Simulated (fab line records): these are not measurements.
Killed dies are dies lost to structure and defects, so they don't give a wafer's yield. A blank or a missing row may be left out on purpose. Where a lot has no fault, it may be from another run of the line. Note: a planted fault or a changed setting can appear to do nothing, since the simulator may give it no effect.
8D (eight disciplines) problem report, filled in by code    flow gf180mcu    the parts of the form that need people (team, actions taken, sign-off) are left out

## 1. THE ISSUE
At GF_M1_CD_MEAS_14, cdNm averages 240.0 nm over 6 wafers from 2 lots, while fault-free wafers read 230.1 nm, standard deviation 1.2. That is +8.3 standard deviations from the usual mean.
The step: target cd 230 nm.
First seen on wafer L952.2, day 22 09:31, on cdSem-01. At this step, 33 wafers from 11 lots have a number in the record. The rule behind "out" and "out of limits": a value lying over 4 standard deviations away from the usual mean. Any other wafer with a number is counted as sound.

## 2. WHAT THIS IS AND IS NOT
question                     is                      is not
which readings at this step  cdNm                    -
which lots                   L952, L953              L939, L940, L942, L946, L947, L948, L949, L959, L961
which wafers of those lots   all that have a number  -
read on which gauges         cdSem-01                cdSem-02
when                         from day 22 09:31       up to then (21 sound wafers); but 6 sound wafers of L959, L961 came after

## 3. SUSPECTS, AND WHAT RULES EACH OUT
Counting: a tool at a process step up to the reading stays a suspect if it ran every lot that is out and no sound lot after the first of them.
- the gauge at GF_M1_CD_MEAS_14 is ruled out. All the wafers that are out were read on cdSem-01, but those of them that GF_M1_STRIP_17 has rows for are out there too, on other tools.
- pvdSputter-02 at GF_CONTACT_SPUTTER_23 (material TiN, target thk 10 nm, time 40 s): ruled out as a lasting fault. The sound lots L961 went through it after L952, its earliest lot that is out (day 21 09:47).
- lithoTrack-03 at GF_M1_COAT_09 (resist thk 1000 nm): kept. It ran every lot that is out, first L952 (day 21 22:05), and no sound lot after that; its last sound lot up to then is L948 (day 20 13:06).
Remaining after the count: lithoTrack-03 at GF_M1_COAT_09.

## 4. THE CAUSE (what the simulator had put in)
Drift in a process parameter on lithoTrack-03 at GF_M1_COAT_09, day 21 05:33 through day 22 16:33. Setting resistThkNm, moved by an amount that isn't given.
The count eliminated every tool but this one.

## 5. THE CHAIN OF EFFECTS, in route order
Rows list readings where the struck wafers' mean (over those with a number) sits beyond 3 standard deviations from the usual. Scope: only readings with a usual standard deviation given in the record; hours: median across lots of the time from each lot's start at the first step in this table that gives one to its start at this step; sigmas: change in usual standard deviations.
hours  step              reading               usual       on struck wafers  change  sigmas
0      GF_M1_CD_MEAS_14  cdNm                  230.1 nm    240.0             +9.9    +8.3
0      GF_M1_STRIP_17    oesProductAu          0.538 a.u.  0.656             +0.118  +25
0      GF_M1_STRIP_17    stripTimeToEndpointS  7.39 s      10.21             +2.82   +52
The process steps in it:
- GF_M1_STRIP_17: strips in O2/N2.

## 6. HOW IT WOULD HAVE BEEN CAUGHT EARLIER
28 hours passed between the start of the fault at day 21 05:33 and the first reading out of limits at a measuring or inspecting step in this record, taken at day 22 09:31.
By day 22 09:31 the whole set of lots that are out, 2 in number, had already begun GF_M1_COAT_09 on lithoTrack-03. Tool hold at that time: it would have spared none of them.
